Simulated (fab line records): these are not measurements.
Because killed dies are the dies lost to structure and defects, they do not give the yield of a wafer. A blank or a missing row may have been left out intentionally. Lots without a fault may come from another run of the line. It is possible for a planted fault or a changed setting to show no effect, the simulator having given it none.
One fault through the eyes of 2 desks | flow sky130 | each desk has only its own numbers; what lay behind them comes last

== THE METROLOGY DESK ==
What the gauges read for every lot (on any tool): the sampled wafers with a number, averaged. A lot is out of limits, marked OUT, if its mean lies more than 4 standard deviations from the usual mean; the brackets give that distance.
Columns: A = METAL1_ALCU_RS at SKY_METAL1_RS_MEAS_05, usual 0.1324 ohm/sq
lot  | first seen here | A
L790 | day 31 06:50    | 0.1333
L792 | day 32 04:52    | 0.1291
L793 | day 32 12:15    | 0.1313
L796 | day 33 13:34    | 0.1306
L800 | day 34 21:19    | 0.1362
L805 | day 36 11:33    | 0.1300
L806 | day 37 10:08    | 0.1324
L807 | day 38 14:26    | 0.1332
L809 | day 38 15:31    | 0.1331
L811 | day 38 15:52    | 0.1317
L812 | day 38 21:08    | 0.1330
Finding of this desk: none of the 11 lots has anything out of limits.

== FOR THE TOOL OWNER'S DESK: plasma-asher-04 ==
The tool's own readings at SKY_CAP2M_STRIP_14 (strips in O2/N2): means of the sampled wafers that have a number, for each lot that ran on this tool. A lot is out of limits, marked OUT, if its mean lies more than 4 standard deviations from the usual mean; the brackets give that distance.
Columns: A = drypump-motor-current-A at SKY_CAP2M_STRIP_14, usual 5.4 A; B = o2-flow-sccm at SKY_CAP2M_STRIP_14, usual 3000 sccm; C = oes-product-au at SKY_CAP2M_STRIP_14, usual 0.710 a.u.; D = strip-time-to-endpoint-s at SKY_CAP2M_STRIP_14, usual 12.73 s
lot  | first seen here | A   | B              | C     | D
L790 | day 40 10:59    | 5.4 | 2994           | 0.709 | 12.71
L796 | day 42 08:50    | 5.5 | 2994           | 0.712 | 12.71
L805 | day 44 22:32    | 5.4 | 2396 (-68) OUT | 0.701 | 12.85
L806 | day 45 17:18    | 5.4 | 2401 (-67) OUT | 0.707 | 12.86
Finding of this desk: L805, L806 out of limits; the first was L805 at day 44 22:32, on o2-flow-sccm at SKY_CAP2M_STRIP_14. L790, L796: within limits.

== BROUGHT TOGETHER ==
At day 44 22:32, on L805, L806, the tool owner's desk was in a position to raise an alarm.
Metrology desk: nothing out of limits seen.
The metrology desk holds a record of L805, L806, inside its limits.
On plasma-asher-04, each named lot ran SKY_CAP2M_STRIP_14.

== WHAT THE SIMULATOR PUT IN ==
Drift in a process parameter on plasma-asher-04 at SKY_CAP2M_STRIP_14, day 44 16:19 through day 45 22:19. A move of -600 in setting o2-flow-sccm, from 3000. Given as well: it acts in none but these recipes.
Lots struck among those shown: L805, L806.
Time in hours from fault onset to the first out-of-limits reading at each desk: the tool owner's desk, 6.
